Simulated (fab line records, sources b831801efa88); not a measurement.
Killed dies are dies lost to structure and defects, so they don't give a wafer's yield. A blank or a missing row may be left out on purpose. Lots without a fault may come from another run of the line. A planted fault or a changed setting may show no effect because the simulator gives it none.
Problem report in the 8D (eight disciplines) form, filled by code | flow sky130 | the parts of the form that need people (team, actions taken, sign-off) are left out

1. THE PROBLEM
CAPM_TIN_RS at SKY_CAPM_RS_MEAS_03 reads a mean of 6.58 ohm/sq on 1 wafer of 1 lot; wafers without a fault read 6.90 ohm/sq with a standard deviation of 0.077. That is -4.2 standard deviations from the usual mean.
The step: measures by four-point-probe.
First seen on wafer L929.4, day 40 23:01, on film_metro-02. The record holds 30 wafers of 10 lots with a number at this step. Rule for "out", or "out of limits": more than 4 standard deviations from the usual mean. The other wafers with a number count as sound.

2. WHAT IT IS AND WHAT IT IS NOT
question                    | is                | is not
which readings at this step | CAPM_TIN_RS       | -
which lots                  | L929              | L915, L918, L919, L920, L921, L922, L923, L935, L938
which wafers of those lots  | L929.4            | L929.2, L929.5
read on which gauges        | film_metro-02     | film_metro-01, film_metro-03
when                        | from day 40 23:01 | up to then (23 sound wafers); but 6 sound wafers of L935, L938 came after

3. SUSPECTS, AND WHAT RULES EACH OUT
Counting: a tool at a process step up to the reading stays a suspect if it ran every lot that is out. Sound lots after the first of them don't rule it out here, since some wafers of a struck lot are sound.
- the gauge at SKY_CAPM_RS_MEAS_03: ruled out. All the wafers that are out were read on film_metro-02, but those of them that SKY_CAPM_METAL_ETCH_13 has rows for are out there too, on other tools.
- pvd_sputter-01 at SKY_CAPM_SPUTTER_02 (material TiN, target thk 200 nm, time 166.7 s): kept. It ran the lot that is out, L929 (day 40 22:54); its last sound lot up to then is L921 (day 38 09:13).
Left after counting: pvd_sputter-01 at SKY_CAPM_SPUTTER_02.

4. THE CAUSE (what the simulator had put in)
Process parameter drift: pvd_sputter-01, from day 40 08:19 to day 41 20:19, at SKY_CAPM_SPUTTER_02. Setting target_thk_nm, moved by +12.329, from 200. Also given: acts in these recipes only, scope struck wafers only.
Counting left only this tool.

5. THE CHAIN OF EFFECTS, in route order
Each row: a reading whose mean over the struck wafers that have a number lies more than 3 standard deviations from the usual. Only readings for which the record gives a usual standard deviation are gone through. hours: the time from each lot's start at the first step in this table that gives one to its start at this step, as a median over the lots. sigmas: the change in usual standard deviations.
hours | step                   | reading            | usual       | on struck wafers | change | sigmas
0     | SKY_CAPM_RS_MEAS_03    | CAPM_TIN_RS        | 6.90 ohm/sq | 6.58             | -0.32  | -4.2
0     | SKY_CAPM_THK_MEAS_04   | CAPM_TIN_THK       | 200.7 nm    | 210.8            | +10.1  | +4.6
24    | SKY_CAPM_METAL_ETCH_13 | oes_product_au     | 0.941 a.u.  | 0.974            | +0.033 | +4.1
24    | SKY_CAPM_METAL_ETCH_13 | throttle_valve_pct | 21.902 %    | 21.874           | -0.028 | -3.1
The process steps in it:
- SKY_CAPM_METAL_ETCH_13: etches TiN in Cl2/BCl3, stops on SiO2, target depth 220 nm, time 62.9 s.

6. WHAT WOULD HAVE CAUGHT IT SOONER
In this record the first reading out of limits at a measuring or inspecting step was taken at day 40 23:01, 15 hours after the fault began at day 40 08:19.
Of the tool readings at SKY_CAPM_SPUTTER_02 for which the record gives a usual standard deviation, none was out on any struck wafer, so an alarm limit of 4 standard deviations on them would not have fired.
All the lots that are out (1) had begun SKY_CAPM_SPUTTER_02 on pvd_sputter-01 by day 40 23:01. A hold on the tool at that time would have spared none of them.
